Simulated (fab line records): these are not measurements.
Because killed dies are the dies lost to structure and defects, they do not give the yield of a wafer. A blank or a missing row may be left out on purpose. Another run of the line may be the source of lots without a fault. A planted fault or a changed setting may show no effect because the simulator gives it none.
Which tool was responsible? | flow sky130 | Sampling: 14 lots, 42 wafers, 3 of 708 route steps

## WHAT EACH GAUGE READ, for each wafer
SKY_LI_CONTACT_CD_MEAS_12 targets a cd of 170 nm.
lot  | measured     | on        | cd-nm (nm)
L226 | day 29 18:11 | cd-sem-02 | 171.1 169.9 170.0
L227 | day 30 12:20 | cd-sem-01 | 168.8 167.9 168.7
L228 | day 30 17:52 | cd-sem-01 | 169.8 170.8 171.3
L229 | day 30 21:20 | cd-sem-02 | 171.6 173.4 170.9
L235 | day 32 22:53 | cd-sem-01 | 169.4 169.3 169.4
L236 | day 33 07:30 | cd-sem-02 | 170.4 170.6 171.3
L237 | day 34 01:49 | cd-sem-01 | 172.9 171.3 171.5
L238 | day 34 03:55 | cd-sem-01 | 171.4 172.8 171.7
L239 | day 34 05:08 | cd-sem-01 | 171.8 172.1 171.1
L240 | day 34 07:19 | cd-sem-02 | 168.2 170.9 170.4
L242 | day 34 22:04 | cd-sem-02 | 170.6 170.4 171.3
L246 | day 36 12:10 | cd-sem-01 | 172.6 170.8 171.7
L247 | day 36 17:56 | cd-sem-01 | 171.1 170.7 171.0
L248 | day 36 20:50 | cd-sem-02 | 166.4 168.3 168.9

## WHAT TOOL EACH LOT RAN ON (gives the tool, then ch and the chambers of the sampled wafers, and finally the start)
lot  | SKY_SD_N_RTA_14                  | SKY_LI_CONTACT_DEVELOP_11
L226 | rtp-anneal-02 ch 0, day 28 12:12 | litho-track-01 ch 0, day 29 18:00
L227 | rtp-anneal-01 ch 0, day 29 07:11 | litho-track-02 ch 0, day 30 12:00
L228 | rtp-anneal-02 ch 0, day 29 11:53 | litho-track-03 ch 0, day 30 17:00
L229 | rtp-anneal-01 ch 0, day 29 15:56 | litho-track-03 ch 0, day 30 21:00
L235 | rtp-anneal-01 ch 0, day 31 18:43 | litho-track-01 ch 0, day 32 22:00
L236 | rtp-anneal-02 ch 0, day 32 03:12 | litho-track-02 ch 0, day 33 07:00
L237 | rtp-anneal-01 ch 0, day 32 21:39 | litho-track-02 ch 0, day 34 01:00
L238 | rtp-anneal-02 ch 0, day 32 23:33 | litho-track-01 ch 0, day 34 03:00
L239 | rtp-anneal-01 ch 0, day 33 01:17 | litho-track-02 ch 0, day 34 04:00
L240 | rtp-anneal-02 ch 0, day 33 03:32 | litho-track-03 ch 0, day 34 07:00
L242 | rtp-anneal-02 ch 0, day 33 17:54 | litho-track-01 ch 0, day 34 21:00
L246 | rtp-anneal-02 ch 0, day 35 08:41 | litho-track-03 ch 0, day 36 12:00
L247 | rtp-anneal-01 ch 0, day 35 14:12 | litho-track-01 ch 0, day 36 17:00
L248 | rtp-anneal-02 ch 0, day 35 17:53 | litho-track-02 ch 0, day 36 20:00
- SKY_SD_N_RTA_14: time 2 s.
- SKY_LI_CONTACT_DEVELOP_11: develop time 60 s.

## AS READ BY THE TOOLS THEMSELVES (means over the sampled wafers that have a number; for cases with no such wafer, the mark the record gives instead)
SKY_SD_N_RTA_14.
lot  | tool          | lamp-power-pct (%) | wafer_temp_C_max
L226 | rtp-anneal-02 | 15.76              | 1077.2
L227 | rtp-anneal-01 | 15.75              | 1079.5
L228 | rtp-anneal-02 | 15.75              | 1079.0
L229 | rtp-anneal-01 | 15.71              | 1077.5
L235 | rtp-anneal-01 | 15.73              | 1077.9
L236 | rtp-anneal-02 | 15.69              | 1077.0
L237 | rtp-anneal-01 | 15.77              | 1077.0
L238 | rtp-anneal-02 | 15.75              | 1077.3
L239 | rtp-anneal-01 | 15.75              | 1076.5
L240 | rtp-anneal-02 | 15.77              | 1077.9
L242 | rtp-anneal-02 | 15.79              | 1077.7
L246 | rtp-anneal-02 | 15.74              | 1077.6
L247 | rtp-anneal-01 | 15.75              | 1079.3
L248 | rtp-anneal-02 | 15.72              | 1077.6

SKY_LI_CONTACT_DEVELOP_11.
lot  | tool           | developer-temp-C (C)
L226 | litho-track-01 | 20.92
L227 | litho-track-02 | 21.09
L228 | litho-track-03 | 21.06
L229 | litho-track-03 | 21.06
L235 | litho-track-01 | 20.84
L236 | litho-track-02 | 22.91
L237 | litho-track-02 | 23.06
L238 | litho-track-01 | 20.96
L239 | litho-track-02 | 22.97
L240 | litho-track-03 | 21.07
L242 | litho-track-01 | 21.05
L246 | litho-track-03 | 20.89
L247 | litho-track-01 | 21.02
L248 | litho-track-02 | 20.89

## THE ANSWER, worked out from the rows above alone
Rule: what is usual is taken from the lots themselves. Put in order of their means at a reading, lots are off if they are a third of the lots or fewer, leave a main group of 4 or more, and stand apart from it by a gap of 3 or more times the standard deviation of the main group's means; of several such gaps the widest counts. The tables above print the reading to a certain number of digits; a main group whose means all agree to those digits is not used. Also off: a lot with no number at a reading for which 4 or more lots have one. Where the step has rows for the other lots, those lots are counted as sound. First the gauges in route order, then the tools' own readings, where a lot's mean is used as printed above. The first step at which some lot is off is used, and at that step the reading that is off furthest; a lot without a number counts as furthest.
Off: L236, L237, L239 (SKY_LI_CONTACT_DEVELOP_11, developer-temp-C). Mean 20.99 C and standard deviation 0.085 in the main group.
If a tool, at that step or one of the process steps before it, ran each lot that is off and ran no sound lot following the first of them, it fits. None of those tried fits.

## WHAT THE SIMULATOR PUT IN
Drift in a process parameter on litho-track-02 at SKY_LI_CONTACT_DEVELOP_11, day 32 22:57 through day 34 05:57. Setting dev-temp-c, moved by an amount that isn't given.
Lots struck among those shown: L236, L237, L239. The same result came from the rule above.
